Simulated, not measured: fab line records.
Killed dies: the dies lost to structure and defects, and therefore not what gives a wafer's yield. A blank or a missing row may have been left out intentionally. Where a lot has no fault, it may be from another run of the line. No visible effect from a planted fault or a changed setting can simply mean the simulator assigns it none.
fab line records / flow gf180mcu
[record] lots = 5 wafers = 15 lastDay = 34
route steps=602 shown V4@477
lots that met no fault: from a run of the same line without faults
startH: hours from the record's opening day to when the first of the lot's shown wafers began / waitH: time in hours since the lot's previous step / " identical to the entry in the row above / L1.1+2: a single row standing in for several wafers / - no value present, or no start provided / * or withheld: withheld / < > ~ a bound
route shown NAME@n: names a module that has steps shown in the file, with the first one's number in the route / usual: mean/standard deviation taken from wafers without a fault / same: alike in all rows / chamber/n: place in a boat / sites: the reading at each site / _std_site: how widely they spread, as a standard deviation / _edge_site: mean of outer sites minus mean of inner sites / radiusMm: how far each site lies from the wafer's centre / mask NAME#n: copy n / behind: the most recent tool/chamber to have shaped the wafer / hold: why the lot went on hold/how many hours it stayed there/how the hold came to an end / device: the transistor (n, p or np) that didn't switch / end of line: tests run on the same wafers once the route is complete / a step without rows: its recipe alone / killed: count of dies lost to structure and defects at first sort (not the wafer's yield) / map: per-die view of a wafer (x killed, . not killed, _ where there is no die)
set.NAME: the setting as run; set.NAME@STEP: as run at that earlier step / model.NAME: the simulator's own value behind a step, which no gauge read
lots at some steps of the route; a table a step, a row a wafer
services: a tool's chamber out of use, with start hour (startH, from the record's first day; less than 0 if before it), hours out, and reason
[[steps]]
[step GF_V4_THK_MEAS_01]
[recipe] reads = SiO2_of_V4_CVD_00
[usual] V4_CVD_00_THK = 600/7.7
lot.wafer=L080.3 tool=filmMetro-01 chamber=- startH=611.86 waitH=0.1 V4_CVD_00_THK[nm]=588
lot.wafer=L080.5 tool=filmMetro-01 chamber=- startH=611.86 waitH=0.1 V4_CVD_00_THK[nm]=598
lot.wafer=L080.6 tool=filmMetro-01 chamber=- startH=611.86 waitH=0.1 V4_CVD_00_THK[nm]=596
lot.wafer=L086.2 tool=filmMetro-03 chamber=- startH=652.45 waitH=0.0 V4_CVD_00_THK[nm]=611
lot.wafer=L086.4 tool=filmMetro-03 chamber=- startH=652.45 waitH=0.0 V4_CVD_00_THK[nm]=610
lot.wafer=L086.6 tool=filmMetro-03 chamber=- startH=652.45 waitH=0.0 V4_CVD_00_THK[nm]=603
lot.wafer=L087.1 tool=filmMetro-01 chamber=- startH=657.67 waitH=0.0 V4_CVD_00_THK[nm]=590
lot.wafer=L087.4 tool=filmMetro-01 chamber=- startH=657.67 waitH=0.0 V4_CVD_00_THK[nm]=584
lot.wafer=L087.5 tool=filmMetro-01 chamber=- startH=657.67 waitH=0.0 V4_CVD_00_THK[nm]=589
lot.wafer=L090.4 tool=filmMetro-01 chamber=- startH=681.28 waitH=0.0 V4_CVD_00_THK[nm]=609
lot.wafer=L090.5 tool=filmMetro-01 chamber=- startH=681.28 waitH=0.0 V4_CVD_00_THK[nm]=609
lot.wafer=L090.6 tool=filmMetro-01 chamber=- startH=681.28 waitH=0.0 V4_CVD_00_THK[nm]=605
lot.wafer=L096.1 tool=filmMetro-03 chamber=- startH=718.51 waitH=0.0 V4_CVD_00_THK[nm]=597
lot.wafer=L096.2 tool=filmMetro-03 chamber=- startH=718.51 waitH=0.0 V4_CVD_00_THK[nm]=595
lot.wafer=L096.5 tool=filmMetro-03 chamber=- startH=718.51 waitH=0.0 V4_CVD_00_THK[nm]=599
[step GF_V4_CVD_02]
[recipe] material = SiO2 targetThkNm = 850 precursor = TEOS tempC = 400 timeS = 94.851 rfW = 600
[usual] heaterPowerW = 661/100
lot.wafer=L080.3 tool=pecvd-03 chamber=0 startH=611.90 waitH=0.0 heaterPowerW=696
lot.wafer=L080.5 tool=pecvd-03 chamber=0 startH=611.90 waitH=0.0 heaterPowerW=747
lot.wafer=L080.6 tool=pecvd-03 chamber=1 startH=611.90 waitH=0.0 heaterPowerW=646
lot.wafer=L086.2 tool=pecvd-02 chamber=0 startH=652.50 waitH=0.0 heaterPowerW=628
lot.wafer=L086.4 tool=pecvd-02 chamber=0 startH=652.50 waitH=0.0 heaterPowerW=484
lot.wafer=L086.6 tool=pecvd-02 chamber=2 startH=652.50 waitH=0.0 heaterPowerW=665
lot.wafer=L087.1 tool=pecvd-03 chamber=1 startH=657.73 waitH=0.1 heaterPowerW=725
lot.wafer=L087.4 tool=pecvd-03 chamber=2 startH=657.73 waitH=0.1 heaterPowerW=731
lot.wafer=L087.5 tool=pecvd-03 chamber=1 startH=657.73 waitH=0.1 heaterPowerW=747
lot.wafer=L090.4 tool=pecvd-03 chamber=0 startH=681.34 waitH=0.1 heaterPowerW=700
lot.wafer=L090.5 tool=pecvd-03 chamber=2 startH=681.34 waitH=0.1 heaterPowerW=651
lot.wafer=L090.6 tool=pecvd-03 chamber=1 startH=681.34 waitH=0.1 heaterPowerW=760
lot.wafer=L096.1 tool=pecvd-03 chamber=1 startH=718.57 waitH=0.1 heaterPowerW=695
lot.wafer=L096.2 tool=pecvd-03 chamber=0 startH=718.57 waitH=0.1 heaterPowerW=642
lot.wafer=L096.5 tool=pecvd-03 chamber=0 startH=718.57 waitH=0.1 heaterPowerW=695
[step GF_V4_THK_MEAS_03]
[recipe] reads = SiO2_of_V4_CVD_02
[usual] V4_CVD_02_THK = 844/9.8
lot.wafer=L080.3 tool=filmMetro-04 chamber=- startH=611.99 waitH=0.1 V4_CVD_02_THK[nm]=832
lot.wafer=L080.5 tool=filmMetro-04 chamber=- startH=611.99 waitH=0.1 V4_CVD_02_THK[nm]=848
lot.wafer=L080.6 tool=filmMetro-04 chamber=- startH=611.99 waitH=0.1 V4_CVD_02_THK[nm]=852
lot.wafer=L086.2 tool=filmMetro-01 chamber=- startH=652.57 waitH=0.0 V4_CVD_02_THK[nm]=839
lot.wafer=L086.4 tool=filmMetro-01 chamber=- startH=652.57 waitH=0.0 V4_CVD_02_THK[nm]=851
lot.wafer=L086.6 tool=filmMetro-01 chamber=- startH=652.57 waitH=0.0 V4_CVD_02_THK[nm]=851
lot.wafer=L087.1 tool=filmMetro-04 chamber=- startH=657.80 waitH=0.0 V4_CVD_02_THK[nm]=846
lot.wafer=L087.4 tool=filmMetro-04 chamber=- startH=657.80 waitH=0.0 V4_CVD_02_THK[nm]=848
lot.wafer=L087.5 tool=filmMetro-04 chamber=- startH=657.80 waitH=0.0 V4_CVD_02_THK[nm]=867
lot.wafer=L090.4 tool=filmMetro-04 chamber=- startH=681.41 waitH=0.0 V4_CVD_02_THK[nm]=843
lot.wafer=L090.5 tool=filmMetro-04 chamber=- startH=681.41 waitH=0.0 V4_CVD_02_THK[nm]=833
lot.wafer=L090.6 tool=filmMetro-04 chamber=- startH=681.41 waitH=0.0 V4_CVD_02_THK[nm]=853
lot.wafer=L096.1 tool=filmMetro-01 chamber=- startH=718.64 waitH=0.0 V4_CVD_02_THK[nm]=837
lot.wafer=L096.2 tool=filmMetro-01 chamber=- startH=718.64 waitH=0.0 V4_CVD_02_THK[nm]=833
lot.wafer=L096.5 tool=filmMetro-01 chamber=- startH=718.64 waitH=0.0 V4_CVD_02_THK[nm]=850
[step GF_V4_CMP_04]
[recipe] material = SiO2 downForcePsi = 4 platenRpm = 60 padVelocityMS = 0.94248
[usual] motorCurrentA = 11.9/1.1 retainingRingPressureFrac = 1.001/0.0051 slurryFlowMlMin = 150.0/0.47 timeToEndpointS = 80/5.3
lot.wafer=L080.3 tool=cmp-01 chamber=0 startH=612.18 waitH=0.2 motorCurrentA=11.3 retainingRingPressureFrac=0.993 slurryFlowMlMin=150.2 timeToEndpointS=76
lot.wafer=L080.6 tool=cmp-01 chamber=1 startH=612.18 waitH=0.2 motorCurrentA=12.9 retainingRingPressureFrac=0.998 slurryFlowMlMin=149.5 timeToEndpointS=84
lot.wafer=L080.5 tool=cmp-01 chamber=2 startH=612.18 waitH=0.2 motorCurrentA=11.0 retainingRingPressureFrac=1.006 slurryFlowMlMin=150.1 timeToEndpointS=76
lot.wafer=L086.2 tool=cmp-01 chamber=2 startH=652.67 waitH=0.1 motorCurrentA=10.9 retainingRingPressureFrac=0.994 slurryFlowMlMin=150.2 timeToEndpointS=77
lot.wafer=L086.4 tool=cmp-01 chamber=0 startH=652.67 waitH=0.1 motorCurrentA=11.1 retainingRingPressureFrac=0.993 slurryFlowMlMin=150.2 timeToEndpointS=89
lot.wafer=L086.6 tool=cmp-01 chamber=1 startH=652.67 waitH=0.1 motorCurrentA=12.1 retainingRingPressureFrac=1.002 slurryFlowMlMin=150.3 timeToEndpointS=86
lot.wafer=L087.4 tool=cmp-01 chamber=0 startH=657.86 waitH=0.0 motorCurrentA=10.8 retainingRingPressureFrac=0.999 slurryFlowMlMin=149.6 timeToEndpointS=84
lot.wafer=L087.1 tool=cmp-01 chamber=2 startH=657.86 waitH=0.0 motorCurrentA=10.9 retainingRingPressureFrac=1.008 slurryFlowMlMin=149.8 timeToEndpointS=80
lot.wafer=L087.5 tool=cmp-01 chamber=1 startH=657.86 waitH=0.0 motorCurrentA=13.1 retainingRingPressureFrac=1.001 slurryFlowMlMin=149.5 timeToEndpointS=89
lot.wafer=L090.4 tool=cmp-02 chamber=2 startH=681.71 waitH=0.3 motorCurrentA=9.8 retainingRingPressureFrac=1.010 slurryFlowMlMin=149.5 timeToEndpointS=85
lot.wafer=L090.6 tool=cmp-02 chamber=3 startH=681.71 waitH=0.3 motorCurrentA=12.2 retainingRingPressureFrac=0.993 slurryFlowMlMin=149.5 timeToEndpointS=89
lot.wafer=L090.5 tool=cmp-02 chamber=0 startH=681.71 waitH=0.3 motorCurrentA=12.4 retainingRingPressureFrac=1.004 slurryFlowMlMin=149.8 timeToEndpointS=78
lot.wafer=L096.1 tool=cmp-02 chamber=2 startH=718.70 waitH=0.1 motorCurrentA=10.1 retainingRingPressureFrac=0.995 slurryFlowMlMin=149.1 timeToEndpointS=83
lot.wafer=L096.2 tool=cmp-02 chamber=0 startH=718.70 waitH=0.1 motorCurrentA=11.9 retainingRingPressureFrac=0.997 slurryFlowMlMin=150.2 timeToEndpointS=83
lot.wafer=L096.5 tool=cmp-02 chamber=2 startH=718.70 waitH=0.1 motorCurrentA=10.3 retainingRingPressureFrac=0.993 slurryFlowMlMin=149.7 timeToEndpointS=90
[step GF_V4_BOW_MEAS_05]
[recipe] mode = bow
[usual] V4_BOW = 136/8.6
lot.wafer=L080.3 tool=filmMetro-03 chamber=- startH=612.37 waitH=0.1 V4_BOW[um]=141
lot.wafer=L080.5 tool=filmMetro-03 chamber=- startH=612.37 waitH=0.1 V4_BOW[um]=155
lot.wafer=L080.6 tool=filmMetro-03 chamber=- startH=612.37 waitH=0.1 V4_BOW[um]=154
lot.wafer=L086.2 tool=filmMetro-01 chamber=- startH=652.94 waitH=0.2 V4_BOW[um]=127
lot.wafer=L086.4 tool=filmMetro-01 chamber=- startH=652.94 waitH=0.2 V4_BOW[um]=134
lot.wafer=L086.6 tool=filmMetro-01 chamber=- startH=652.94 waitH=0.2 V4_BOW[um]=133
lot.wafer=L087.1 tool=filmMetro-04 chamber=- startH=658.16 waitH=0.1 V4_BOW[um]=140
lot.wafer=L087.4 tool=filmMetro-04 chamber=- startH=658.16 waitH=0.1 V4_BOW[um]=138
lot.wafer=L087.5 tool=filmMetro-04 chamber=- startH=658.16 waitH=0.1 V4_BOW[um]=143
lot.wafer=L090.4 tool=filmMetro-03 chamber=- startH=681.92 waitH=0.2 V4_BOW[um]=137
lot.wafer=L090.5 tool=filmMetro-03 chamber=- startH=681.92 waitH=0.2 V4_BOW[um]=134
lot.wafer=L090.6 tool=filmMetro-03 chamber=- startH=681.92 waitH=0.2 V4_BOW[um]=132
lot.wafer=L096.1 tool=filmMetro-03 chamber=- startH=719.00 waitH=0.2 V4_BOW[um]=125
lot.wafer=L096.2 tool=filmMetro-03 chamber=- startH=719.00 waitH=0.2 V4_BOW[um]=132
lot.wafer=L096.5 tool=filmMetro-03 chamber=- startH=719.00 waitH=0.2 V4_BOW[um]=137
[step GF_V4_DEHYDRATE_06]
[recipe] tempC = 200 timeS = 60
lot.wafer=L080.3+5+6 tool=lithoTrack-04 chamber=0 startH=621.93 waitH=9.5
lot.wafer=L086.2+4+6 tool=lithoTrack-04 chamber=0 startH=661.76 waitH=8.8
lot.wafer=L087.1+4+5 tool=lithoTrack-04 chamber=0 startH=667.48 waitH=9.3
lot.wafer=L090.4+5+6 tool=lithoTrack-02 chamber=0 startH=690.83 waitH=8.9
lot.wafer=L096.1+2+5 tool=lithoTrack-04 chamber=0 startH=726.98 waitH=8.0
[step GF_V4_HMDS_07]
[recipe] primeTimeS = 60 primeTempC = 120
lot.wafer=L080.3+5+6 tool=lithoTrack-04 chamber=0 startH=622.08 waitH=0.1
lot.wafer=L086.2+4+6 tool=lithoTrack-04 chamber=0 startH=661.91 waitH=0.1
lot.wafer=L087.1+4+5 tool=lithoTrack-04 chamber=0 startH=667.63 waitH=0.1
lot.wafer=L090.4+5+6 tool=lithoTrack-02 chamber=0 startH=690.98 waitH=0.1
lot.wafer=L096.1+2+5 tool=lithoTrack-04 chamber=0 startH=727.13 waitH=0.1
[step GF_V4_COAT_08]
[recipe] resist = BARC tempC = withheld timeS = withheld spinRpm = withheld resistThkNm = withheld
lot.wafer=L080.3+5+6 tool=lithoTrack-04 chamber=0 startH=622.23 waitH=0.1
lot.wafer=L086.2+4+6 tool=lithoTrack-04 chamber=0 startH=662.06 waitH=0.1
lot.wafer=L087.1+4+5 tool=lithoTrack-04 chamber=0 startH=667.78 waitH=0.1
lot.wafer=L090.4+5+6 tool=lithoTrack-02 chamber=0 startH=691.13 waitH=0.1
lot.wafer=L096.1+2+5 tool=lithoTrack-04 chamber=0 startH=727.28 waitH=0.1
[[services]]
tool=cmp-02 chamber=- startH=593.57 hours=1.4 kind=repair
tool=cmp-01 chamber=- startH=617.16 hours=5.6 kind=pm
tool=cmp-01 chamber=- startH=624.26 hours=1.0 kind=repair
tool=cmp-01 chamber=- startH=640.85 hours=1.5 kind=repair
tool=cmp-01 chamber=- startH=658.71 hours=1.3 kind=repair
tool=pecvd-02 chamber=1 startH=683.52 hours=4.7 kind=repair
tool=pecvd-02 chamber=- startH=692.32 hours=4.5 kind=repair
tool=cmp-02 chamber=- startH=693.46 hours=1.1 kind=repair
[[key]]
fault none
